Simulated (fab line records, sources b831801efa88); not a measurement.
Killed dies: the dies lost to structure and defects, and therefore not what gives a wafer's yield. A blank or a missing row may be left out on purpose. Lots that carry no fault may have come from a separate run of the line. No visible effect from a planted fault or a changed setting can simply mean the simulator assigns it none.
What tool caused it? -- flow sky130 -- Sampling: 24 lots, 72 wafers, 6 of 708 route steps

== WHAT THE GAUGES SHOWED, per wafer ==
SKY_PWDE_OVL_MEAS_07.
lot,measured,on,PWDE_OVL (nm)
L074,day 3 20:43,overlay-02,-1.0 -2.7 -3.1
L075,day 4 02:22,overlay-02,0.5 -1.4 0.3
L076,day 4 08:46,overlay-02,-3.0 -2.2 -1.6
L077,day 4 15:05,overlay-02,-1.5 -2.2 -1.3
L078,day 4 21:58,overlay-01,0.2 0.9 0.3
L079,day 5 04:22,overlay-01,2.4 1.9 0.9
L080,day 5 06:43,overlay-01,-0.5 0.3 0.9
L081,day 5 13:07,overlay-02,-0.8 -0.8 -1.3
L082,day 5 18:28,overlay-01,0.0 -0.9 -1.3
L083,day 5 22:34,overlay-01,0.7 -0.9 0.5
L084,day 6 03:04,overlay-02,-0.5 -2.2 -0.2
L085,day 6 11:13,overlay-02,-1.7 -1.7 -0.7
L086,day 6 17:58,overlay-01,-0.1 0.3 -1.3
L087,day 6 22:13,overlay-01,1.7 1.7 0.8
L088,day 7 02:58,overlay-02,1.6 -0.1 1.7
L089,day 7 07:13,overlay-02,-1.3 -1.2 0.1
L090,day 7 14:14,overlay-01,-2.8 -3.7 -2.5
L091,day 7 23:58,overlay-02,-5.1 -2.8 -3.1
L092,day 8 02:16,overlay-01,0.3 1.4 0.0
L093,day 8 04:40,overlay-01,-1.5 0.2 -0.2
L094,day 8 13:28,overlay-02,0.3 -0.3 -1.9
L095,day 8 18:16,overlay-01,0.6 0.1 -1.6
L096,day 8 21:11,overlay-02,-3.0 -1.6 -2.0
L097,day 9 05:07,overlay-01,0.9 0.3 -0.8

SKY_LDD_LDN_OVL_MEAS_07.
lot,measured,on,LDD_LDN_OVL (nm)
L074,day 23 00:04,overlay-02,-1.0 -2.6 0.1
L075,day 23 21:35,overlay-02,-1.3 -1.5 -0.8
L076,day 24 01:58,overlay-02,-1.2 -0.3 -1.2
L077,day 24 05:59,overlay-01,-1.4 -0.1 -0.9
L078,day 24 16:58,overlay-02,0.6 -0.3 -0.3
L079,day 25 04:01,overlay-02,-1.5 -1.6 -3.7
L080,day 25 06:24,overlay-02,-0.8 -0.7 0.6
L081,day 25 19:40,overlay-02,-0.3 -1.2 -1.4
L082,day 26 09:19,overlay-02,-2.8 -2.2 -2.8
L083,day 26 10:00,overlay-02,-3.4 -2.7 -1.9
L084,day 26 18:04,overlay-02,0.5 -0.3 -0.4
L085,day 27 06:22,overlay-02,-1.8 -2.0 -2.8
L086,day 27 15:04,overlay-02,-1.6 -2.1 -1.6
L087,day 27 20:25,overlay-01,-0.9 0.0 -0.8
L088,day 28 03:30,overlay-01,-1.1 -1.7 -0.8
L089,day 28 18:58,overlay-01,-2.0 -2.3 0.3
L090,day 28 20:47,overlay-01,-0.9 -0.6 -2.0
L091,day 29 03:46,overlay-02,-0.3 -1.2 -0.4
L092,day 29 08:37,overlay-02,-1.0 -1.5 -0.2
L093,day 29 13:40,overlay-02,1.3 0.8 1.4
L094,day 29 21:57,overlay-01,0.7 -1.9 0.1
L095,day 30 05:16,overlay-02,-2.5 -1.1 -2.5
L096,day 30 10:37,overlay-01,0.8 -1.4 -0.4
L097,day 30 21:37,overlay-01,-1.2 -0.7 -1.0

SKY_LOCAL_INTERCONNECT_OVL_MEAS_12.
lot,measured,on,LOCAL_INTERCONNECT_OVL (nm)
L074,day 30 11:02,overlay-01,5 7 12
L075,day 31 08:18,overlay-01,-5 2 -2
L076,day 31 13:59,overlay-01,8 10 9
L077,day 31 16:53,overlay-02,2 -4 -5
L078,day 32 01:23,overlay-02,5 2 8
L079,day 32 11:39,overlay-02,6 7 5
L080,day 32 14:41,overlay-01,2 -3 -5
L081,day 33 01:39,overlay-02,0 4 4
L082,day 33 14:24,overlay-02,-4 -4 -1
L083,day 33 15:26,overlay-01,16 23 14
L084,day 34 00:02,overlay-02,-7 5 -1
L085,day 34 09:43,overlay-01,11 10 14
L086,day 34 17:20,overlay-01,8 5 2
L087,day 34 22:08,overlay-02,-1 3 4
L088,day 35 06:11,overlay-02,5 9 7
L089,day 35 18:38,overlay-01,-4 -6 -3
L090,day 35 22:23,overlay-02,10 14 0
L091,day 36 03:03,overlay-01,16 12 10
L092,day 36 08:22,overlay-02,4 3 0
L093,day 36 12:08,overlay-02,1 -6 0
L094,day 36 19:29,overlay-01,-2 -5 1
L095,day 37 02:29,overlay-02,7 5 8
L096,day 37 06:42,overlay-02,3 4 3
L097,day 37 16:21,overlay-02,14 2 9

SKY_METAL4_OVL_MEAS_14.
lot,measured,on,METAL4_OVL (nm)
L074,day 41 20:23,overlay-01,-6 -5 -2
L075,day 42 14:27,overlay-01,-6 -8 -7
L076,day 42 19:08,overlay-02,-3 -3 -3
L077,day 42 22:58,overlay-01,-3 -3 -1
L078,day 43 05:05,overlay-02,3 3 10
L079,day 43 14:17,overlay-02,-9 -8 -10
L080,day 43 15:41,overlay-02,-5 2 -3
L081,day 44 01:29,overlay-01,-9 -13 -9
L082,day 44 10:44,overlay-02,-3 -3 0
L083,day 44 14:02,overlay-01,-8 -3 -7
L084,day 44 22:47,overlay-01,-16 -5 -8
L085,day 45 03:17,overlay-01,-4 -1 0
L086,day 45 09:02,overlay-02,-3 -6 4
L087,day 45 14:47,overlay-02,2 -1 1
L088,day 45 22:53,overlay-02,-10 -11 -7
L089,day 46 05:41,overlay-02,0 3 0
L090,day 46 09:57,overlay-01,-11 -14 -7
L091,day 46 15:02,overlay-01,-1 -5 -11
L092,day 46 20:44,overlay-01,-1 -1 -1
L093,day 46 21:59,overlay-01,-4 -1 -3
L094,day 47 03:38,overlay-01,-1 -7 -10
L095,day 47 09:05,overlay-02,8 4 -1
L096,day 47 12:39,overlay-01,2 -5 4
L097,day 47 20:45,overlay-02,2 -2 -7

== WHICH TOOL RAN EACH LOT (tool, then ch and the chambers of the sampled wafers, then the start) ==
lot,SKY_SPACER_ETCHBACK_02,SKY_METAL3_ETCH_17
L074,"rieDiel-02 ch 0,2,3, day 23 02:38","rieDiel-03 ch 0,1,2, day 38 13:06"
L075,"rieDiel-03 ch 1,2, day 24 00:05","rieDiel-04 ch 0,2,3, day 39 09:21"
L076,"rieDiel-03 ch 0,1,2, day 24 04:05","rieDiel-04 ch 0,1,2, day 39 14:36"
L077,"rieDiel-01 ch 0,3, day 24 08:10","rieDiel-04 ch 0,1, day 39 17:24"
L078,"rieDiel-02 ch 0,1,2, day 24 19:05","rieDiel-01 ch 0,1,3, day 40 00:12"
L079,"rieDiel-02 ch 0,1,2, day 25 06:08","rieDiel-01 ch 0,1, day 40 11:48"
L080,"rieDiel-03 ch 0,1,2, day 25 08:31","rieDiel-03 ch 0,1,2, day 40 12:09"
L081,"rieDiel-02 ch 2,3, day 25 21:47","rieDiel-04 ch 0,1,2, day 41 00:54"
L082,"rieDiel-02 ch 1,2, day 26 11:25","rieDiel-04 ch 0,1,2, day 41 11:36"
L083,"rieDiel-01 ch 0,1,2, day 26 12:38","rieDiel-03 ch 0,1,2, day 41 12:33"
L084,"rieDiel-02 ch 1,2, day 26 20:53","rieDiel-04 ch 0,2,3, day 41 20:58"
L085,"rieDiel-02 ch 0,2,3, day 27 08:29","rieDiel-04 ch 0,3, day 42 04:17"
L086,"rieDiel-03 ch 0,2,3, day 27 17:10","rieDiel-03 ch 0,1,3, day 42 10:14"
L087,"rieDiel-03 ch 1,2, day 27 23:08","rieDiel-04 ch 0,2, day 42 15:31"
L088,"rieDiel-03 ch 1,2,3, day 28 06:37","rieDiel-01 ch 1,2,3, day 42 23:15"
L089,"rieDiel-01 ch 1,2,3, day 28 21:05","rieDiel-04 ch 0,1,3, day 43 09:18"
L090,"rieDiel-03 ch 0,1, day 28 23:20","rieDiel-03 ch 0,2,3, day 43 12:42"
L091,"rieDiel-01 ch 1,3, day 29 06:05","rieDiel-04 ch 1,2, day 43 17:16"
L092,"rieDiel-01 ch 0,1, day 29 10:44","rieDiel-04 ch 1,3, day 43 23:19"
L093,"rieDiel-02 ch 1,2, day 29 15:47","rieDiel-01 ch 1,2, day 44 00:47"
L094,"rieDiel-02 ch 1,2,3, day 30 00:06","rieDiel-03 ch 1,2, day 44 08:17"
L095,"rieDiel-02 ch 0,2,3, day 30 07:23","rieDiel-01 ch 0,1,2, day 44 13:09"
L096,"rieDiel-03 ch 0,1,2, day 30 14:05","rieDiel-03 ch 1,3, day 44 18:32"
L097,"rieDiel-02 ch 0,1,2, day 30 23:43","rieDiel-01 ch 0,2,3, day 45 02:33"
- SKY_SPACER_ETCHBACK_02: etches Si3N4 in CH3F/O2, stops on SiO2, time 46.7 s, target depth 45 nm.
- SKY_METAL3_ETCH_17: etches SiO2 in C4F8/O2/Ar, stops on TiN, time 3.9 s, target depth 15 nm.

== WHAT THE TOOLS THEMSELVES READ (means of the sampled wafers that have a number; where no wafer has one, the mark that the record gives instead) ==
SKY_SPACER_ETCHBACK_02.
lot,tool,chamberPressureMTorr (mTorr),drypumpMotorCurrentA (A),oesProductAu (a.u.),throttleValvePct (%)
L074,rieDiel-02,24.992,5.7,0.859,10.551
L075,rieDiel-03,24.995,5.7,0.852,10.570
L076,rieDiel-03,25.019,5.7,0.854,10.566
L077,rieDiel-01,24.986,6.0,0.857,10.572
L078,rieDiel-02,25.012,5.9,0.853,10.557
L079,rieDiel-02,24.987,6.0,0.860,10.563
L080,rieDiel-03,25.041,5.7,0.851,10.559
L081,rieDiel-02,24.985,5.7,0.855,10.562
L082,rieDiel-02,24.995,6.4,0.865,10.560
L083,rieDiel-01,25.008,5.7,0.857,10.564
L084,rieDiel-02,25.023,6.3,0.856,10.563
L085,rieDiel-02,24.985,5.6,0.858,10.561
L086,rieDiel-03,25.027,5.6,0.853,10.561
L087,rieDiel-03,24.990,5.9,0.859,10.572
L088,rieDiel-03,24.978,5.8,0.856,10.563
L089,rieDiel-01,24.983,5.7,0.847,10.566
L090,rieDiel-03,24.993,5.9,0.856,10.564
L091,rieDiel-01,25.019,5.7,0.855,10.559
L092,rieDiel-01,25.007,5.6,0.853,10.567
L093,rieDiel-02,24.990,6.4,0.855,10.568
L094,rieDiel-02,24.975,6.0,0.855,10.563
L095,rieDiel-02,25.011,5.7,0.860,10.562
L096,rieDiel-03,25.008,5.7,0.856,10.562
L097,rieDiel-02,24.991,6.0,0.855,10.569

SKY_METAL3_ETCH_17.
lot,tool,chamberPressureMTorr (mTorr),oesProductAu (a.u.)
L074,rieDiel-03,40.02,0.753
L075,rieDiel-04,40.01,0.755
L076,rieDiel-04,40.00,0.758
L077,rieDiel-04,39.99,0.748
L078,rieDiel-01,40.00,0.750
L079,rieDiel-01,40.02,0.762
L080,rieDiel-03,40.01,0.747
L081,rieDiel-04,40.02,0.757
L082,rieDiel-04,40.00,0.754
L083,rieDiel-03,39.99,0.759
L084,rieDiel-04,39.95,0.754
L085,rieDiel-04,39.98,0.752
L086,rieDiel-03,39.97,0.749
L087,rieDiel-04,39.98,0.752
L088,rieDiel-01,40.02,0.756
L089,rieDiel-04,40.00,0.760
L090,rieDiel-03,40.03,0.752
L091,rieDiel-04,39.95,0.750
L092,rieDiel-04,39.98,0.757
L093,rieDiel-01,40.00,0.746
L094,rieDiel-03,40.03,0.755
L095,rieDiel-01,40.01,0.757
L096,rieDiel-03,39.95,0.756
L097,rieDiel-01,40.01,0.756

== THE ANSWER, worked out from the rows above alone ==
Rule: what is usual is taken from the lots themselves. Put in order of their means at a reading, lots are off if they are a third of the lots or fewer, leave a main group of 4 or more, and stand apart from it by a gap of 3 or more times the standard deviation of the main group's means; of several such gaps the widest counts. If all means in a main group match to the digits the tables above print for the reading, that group is not used. Also off: a lot with no number at a reading for which 4 or more lots have one. Any other lot the step has rows for is counted as sound. The gauges are gone through in route order, then the tools' own readings, and for those a lot's mean is taken as printed above. The first step at which some lot is off is used, and at that step the reading that is off furthest; a lot without a number counts as furthest.
Nothing can be told from this: no lot is off at any reading shown.

== WHAT THE SIMULATOR HAD PUT IN ==
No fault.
